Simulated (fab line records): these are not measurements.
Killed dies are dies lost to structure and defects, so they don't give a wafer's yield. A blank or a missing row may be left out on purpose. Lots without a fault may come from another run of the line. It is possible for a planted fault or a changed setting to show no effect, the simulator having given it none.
A single fault, viewed from 2 desks | flow sky130 | each desk has only its own numbers; what lay behind them comes last

== METROLOGY DESK ==
Lot by lot, what the gauges showed, no matter which tool ran the lot: averages of those sampled wafers that carry a number. A lot is out of limits, marked OUT, if its mean lies more than 4 standard deviations from the usual mean; the brackets give that distance.
Columns: A = FIELD_ISO_OXIDATION_00_THK at SKY_FIELD_ISO_THK_MEAS_02, usual 11.99 nm; B = FIELD_ISO_CVD_03_THK at SKY_FIELD_ISO_THK_MEAS_04, usual 164.7 nm; C = cdNm at SKY_FIELD_ISO_CD_MEAS_13, usual 149.7 nm
lot  | first seen here | A     | B     | C
L956 | day 2 07:44     | 12.40 | 164.9 | 148.6
L963 | day 3 19:32     | 12.04 | 165.0 | 148.7
L964 | day 4 01:14     | 12.20 | 165.2 | 149.5
L965 | day 4 04:38     | 11.81 | 164.8 | 148.9
L966 | day 4 10:24     | 11.72 | 162.0 | 148.4
L968 | day 4 20:44     | 11.99 | 163.4 | 151.1
L974 | day 6 01:38     | 12.27 | 167.5 | 150.8
Finding of this desk: none of the 7 lots has anything out of limits.

== DESK OF THE TOOL OWNER: rieDiel-04 ==
The tool's own readings at SKY_FIELD_ISO_ETCH_14 (etches BARC in N2/H2, stops on SiO2, time 45.9 s, target depth 60 nm): means of the sampled wafers that have a number, for each lot that ran on this tool. A lot is out of limits, marked OUT, if its mean lies more than 4 standard deviations from the usual mean; the brackets give that distance.
Columns: A = drypumpMotorCurrentA at SKY_FIELD_ISO_ETCH_14, usual 5.8 A; B = oesProductAu at SKY_FIELD_ISO_ETCH_14, usual 0.856 a.u.; C = runLengthS at SKY_FIELD_ISO_ETCH_14, usual 74.2 s; D = throttleValvePct at SKY_FIELD_ISO_ETCH_14, usual 13.225 %
lot  | first seen here | A   | B                | C              | D
L963 | day 4 14:41     | 5.9 | 0.855            | 74.1           | 13.217
L965 | day 5 00:38     | 5.9 | 0.796 (-13) OUT  | 80.8 (+21) OUT | 13.216
L966 | day 5 06:20     | 5.9 | 0.798 (-13) OUT  | 80.9 (+22) OUT | 13.234
L968 | day 5 16:29     | 5.9 | 0.812 (-9.5) OUT | 79.3 (+17) OUT | 13.228
Finding of this desk: L965, L966, L968 out of limits; the first was L965 at day 5 00:38, on oesProductAu at SKY_FIELD_ISO_ETCH_14. Within limits: L963.

== ALL TOGETHER ==
The tool owner's desk could have raised an alarm at day 5 00:38, on L965, L966, L968.
From the metrology desk's view, nothing was out of limits.
The metrology desk has L965, L966, L968 on record, within its limits.
Every lot named ran SKY_FIELD_ISO_ETCH_14 on rieDiel-04.

== WHAT THE SIMULATOR HAD PUT IN ==
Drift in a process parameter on rieDiel-04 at SKY_FIELD_ISO_ETCH_14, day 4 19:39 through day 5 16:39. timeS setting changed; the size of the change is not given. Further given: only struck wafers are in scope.
Shown lots that were struck: L965, L966, L968.
Time in hours from fault onset to the first out-of-limits reading at each desk: the tool owner's desk, 5.
